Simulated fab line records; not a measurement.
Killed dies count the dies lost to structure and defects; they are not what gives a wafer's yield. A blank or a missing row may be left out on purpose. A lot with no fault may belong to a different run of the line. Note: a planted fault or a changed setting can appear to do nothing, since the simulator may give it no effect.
The tool behind it: which one? -- flow sky130 -- 6 lots, 18 wafers sampled, at 3 steps of a route of 708

== WHAT THE GAUGES READ, wafer by wafer ==
SKY_NWELL_RS_MEAS_29: measurement is done with a four-point probe.
lot,measured,on,NWELL_RS (ohm/sq)
L750,day 7 00:12,film_metro-04,623.3 621.3 622.2
L755,day 7 20:04,film_metro-04,624.6 624.5 624.0
L760,day 8 17:11,film_metro-04,614.3 615.9 615.0 615.9 614.5 617.0
L764,day 9 13:46,film_metro-02,625.5 625.7 627.1
L767,day 10 13:50,film_metro-04,623.0 624.2 623.7
L769,day 10 22:34,film_metro-02,622.6 624.1 624.1

== WHAT TOOL EACH LOT RAN ON (gives the tool, then ch and the chambers of the sampled wafers, and finally the start) ==
lot,SKY_FIELD_ISO_STRIP_16,SKY_NWELL_IMPLANT_11
L750,"plasma_asher-02 ch 0,1, day 2 20:49","implanter-03 ch 0, day 6 03:40"
L755,"plasma_asher-03 ch 0,1, day 4 04:53","implanter-03 ch 0, day 7 01:16"
L760,"plasma_asher-02 ch 0,1, day 5 03:38","implanter-03 ch 0, day 7 19:17"
L764,"plasma_asher-02 ch 1, day 5 21:04","implanter-04 ch 0, day 8 16:07"
L767,"plasma_asher-01 ch 0,1, day 6 14:00","implanter-04 ch 0, day 9 14:28"
L769,"plasma_asher-01 ch 0,1, day 6 23:53","implanter-01 ch 0, day 9 22:55"
- SKY_FIELD_ISO_STRIP_16: strips in O2/N2.
- SKY_NWELL_IMPLANT_11

== THE ANSWER, worked out from the rows above alone ==
Rule: the lots themselves supply what counts as usual. The widest of any qualifying gaps counts: lots, ordered by their means at a reading, are off when they make up no more than a third of the lots, leave a main group of 4 or more, and stand apart from it by 3 or more times the standard deviation of that group's means. Not used: any main group whose means are identical at the precision the tables above print for the reading. Also off: a lot with no number at a reading for which 4 or more lots have one. The other lots that the step has rows for count as sound.
Off: L760, seen at SKY_NWELL_RS_MEAS_29 (NWELL_RS). The main group has a mean of 624.0 ohm/sq with a standard deviation of 1.3.
If a tool, at a process step before that reading, ran all the lots that are off and no sound lot after the first of them, it fits. Those tools and the gauges at SKY_NWELL_RS_MEAS_29 are tried in the same way. One fits: SKY_NWELL_IMPLANT_11 on implanter-03. A fault onset in the window from L755 (day 7 01:16, its last sound lot) to L760 (day 7 19:17, its first lot off) fits.

== WHAT THE SIMULATOR PUT IN ==
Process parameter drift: implanter-03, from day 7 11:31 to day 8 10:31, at SKY_NWELL_IMPLANT_11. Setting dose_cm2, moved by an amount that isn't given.
Lots struck among those shown: L760. Same finding as the rule above.
